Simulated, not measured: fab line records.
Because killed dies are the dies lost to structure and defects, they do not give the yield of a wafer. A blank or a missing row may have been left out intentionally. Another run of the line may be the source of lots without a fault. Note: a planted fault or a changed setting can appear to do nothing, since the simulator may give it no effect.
Comparing a struck lot with a sound one || flow sky130 || 44 out of 708 route steps
Sound: the wafers L300.3, L300.5, L300.6. Struck: wafers L313.5, L313.6. (L313.3 of the same lot was not struck and is left out.) The cause comes at the end.
Each step with rows lists, per side, the tool, then ch with its chambers, then its first start. Under that, the readings that differ: sound wafers || struck wafers || difference of the means || sigmas: that difference in standard deviations of wafers without a fault.
alike: same words and numbers on both sides, and readings whose means sit less than 2 such deviations apart. not compared: any withheld reading, any reading some wafer has no value for, any bound like >300 that may hide the same value, and any number with overlapping values for which the record gives no deviation.
A row with sigmas, a row that says differs or no value, or rows on one side alone: a step with any of these is where the two part. Non-overlapping numbers with no deviation appear without sigmas and do not part them. A reading that every wafer of one side lacks parts them only if that side has two wafers or more.

first, 2 steps without rows for these wafers: SKY_DNWELL_DEVELOP_06 (develop time 60 s); SKY_DNWELL_IMPLANT_07.
SKY_DNWELL_STRIP_08: strips in O2/N2.
  sound on plasma asher-01 ch 0,1, day 3 03:28; struck on plasma asher-02 ch 0,1, day 6 17:47
  alike: drypump motor current A, oes product au, strip time to endpoint s
  not compared: rf hours counter h
SKY_DNWELL_TW_MEAS_09:
  sound on film metro-02, day 3 03:32; struck on film metro-04, day 6 17:52
  alike: DNWELL_TW
then, 7 steps without rows for these wafers: SKY_PWDE_DEHYDRATE_00 (time 60 s); SKY_PWDE_HMDS_01 (prime time 60 s); SKY_PWDE_COAT_02 (resist thk 3000 nm); SKY_PWDE_SOFTBAKE_03; SKY_PWDE_EXPOSE_04 (exposes mask PWDEM, target cd 840 nm); SKY_PWDE_PEB_05; SKY_PWDE_DEVELOP_06 (develop time 60 s).
SKY_PWDE_OVL_MEAS_07:
  sound on overlay-01, day 3 18:57; struck on overlay-02, day 7 11:40
  alike: PWDE_OVL
SKY_PWDE_IMPLANT_08:
  sound on implanter-02 ch 0, day 3 19:01; struck on implanter-02 ch 0, day 7 11:44
  alike: beam on s
SKY_PWDE_STRIP_09: strips in O2/N2.
  sound on plasma asher-02 ch 0,1, day 3 19:10; struck on plasma asher-02 ch 0,1, day 7 11:52
  alike: drypump motor current A, oes product au, strip time to endpoint s
  not compared: rf hours counter h
SKY_PWDE_TW_MEAS_10:
  sound on film metro-02, day 3 19:14; struck on film metro-03, day 7 11:58
  alike: PWDE_TW
then, 7 steps without rows for these wafers: SKY_NWELL_DEHYDRATE_03 (time 60 s); SKY_NWELL_HMDS_04 (prime time 60 s); SKY_NWELL_COAT_05 (resist thk 3000 nm); SKY_NWELL_SOFTBAKE_06; SKY_NWELL_EXPOSE_07 (exposes mask NWM, target cd 840 nm); SKY_NWELL_PEB_08; SKY_NWELL_DEVELOP_09 (develop time 60 s).
SKY_NWELL_OVL_MEAS_10:
  sound on overlay-01, day 4 12:50; struck on overlay-02, day 8 08:19
  alike: NWELL_00_OVL
then, 3 steps without rows for these wafers: SKY_NWELL_IMPLANT_11; SKY_NWELL_IMPLANT_12; SKY_NWELL_IMPLANT_13.
SKY_NWELL_STRIP_14: strips in O2/N2.
  sound on plasma asher-03 ch 0,1, day 4 13:20; struck on plasma asher-03 ch 0,1, day 8 08:49
  alike: drypump motor current A, oes product au, strip time to endpoint s
  not compared: rf hours counter h
SKY_NWELL_TW_MEAS_15:
  sound on film metro-02, day 4 13:26; struck on film metro-04, day 8 08:55
  alike: NWELL_TW
then, 7 steps without rows for these wafers: SKY_NWELL_DEHYDRATE_16 (time 60 s); SKY_NWELL_HMDS_17 (prime time 60 s); SKY_NWELL_COAT_18 (resist thk 3000 nm); SKY_NWELL_SOFTBAKE_19; SKY_NWELL_EXPOSE_20 (exposes mask NWM COMPLEMENT, target cd 840 nm); SKY_NWELL_PEB_21; SKY_NWELL_DEVELOP_22 (develop time 60 s).
SKY_NWELL_OVL_MEAS_23:
  sound on overlay-02, day 5 07:02; struck on overlay-01, day 9 05:50
  alike: NWELL_01_OVL
then, 1 step without rows for these wafers: SKY_NWELL_IMPLANT_24.
SKY_NWELL_STRIP_25: strips in O2/N2.
  sound on plasma asher-04 ch 0,1, day 5 07:14; struck on plasma asher-04 ch 0,1, day 9 06:02
  alike: drypump motor current A, oes product au, strip time to endpoint s
  not compared: rf hours counter h
SKY_NWELL_TW_MEAS_26:
  sound on film metro-02, day 5 07:20; struck on film metro-04, day 9 06:08
  alike: NWELL_2_TW
then, 1 step without rows for these wafers: SKY_NWELL_CLEAN_27 (cleans in SC1/SC2, time 150 s).
SKY_NWELL_RTA_28: time 30 s.
  sound on rtp anneal-02 ch 0, day 5 07:28; struck on rtp anneal-02 ch 0, day 9 06:15
  alike: lamp power pct, wafer_temp_C_max
SKY_NWELL_RS_MEAS_29: uses a four-point probe to measure.
  sound on film metro-03, day 5 07:34; struck on film metro-03, day 9 06:22
  alike: NWELL_RS
SKY_NWELL_RS_MEAS_31: uses a four-point probe to measure.
  sound on film metro-03, day 5 07:48; struck on film metro-03, day 9 06:36
{"reading": "PWDE_RS (ohm/sq)", "sound": "5286 5263 5266", "struck": "5619 5629", "difference": "+352", "sigmas": "+23"}
-- the record jumps here: 41 days lie between the struck wafers' starts before and after (it left off in module NWELL and takes up again in module PAD_OPEN, whose first step shown is number 708 of the route) --
SKY_PAD_OPEN_PROBE_99:
  sound on prober-02, day 45 22:37; struck on prober-01, day 49 19:22
{"reading": "model.etest.res_p_drift_20v.line ohm um", "sound": "1.042e+04 1.059e+04 1.048e+04", "struck": "1.422e+04 1.388e+04", "difference": "+3.553e+03", "sigmas": ""}
{"reading": "model.etest.res_p_drift_20v.rs ohm sq", "sound": "8677 8811 8837", "struck": "1.199e+04 1.156e+04", "difference": "+3.000e+03", "sigmas": ""}
{"reading": "model.etest.res pwde under gate.rs ohm sq", "sound": "6253 6250 6269", "struck": "7011 6964", "difference": "+730", "sigmas": ""}
  alike: killed_at_M0_to_M3, killed_at_M4_up, killed at contacts, killed at front end, killed at other, killed dies, killed open, killed short

== WHERE THEY PART ==
Only at SKY_NWELL_RS_MEAS_31, as far as this record shows. Later steps at which nothing parts them and some readings are alike: SKY_PAD_OPEN_PROBE_99.

WHY: what the simulator had put in
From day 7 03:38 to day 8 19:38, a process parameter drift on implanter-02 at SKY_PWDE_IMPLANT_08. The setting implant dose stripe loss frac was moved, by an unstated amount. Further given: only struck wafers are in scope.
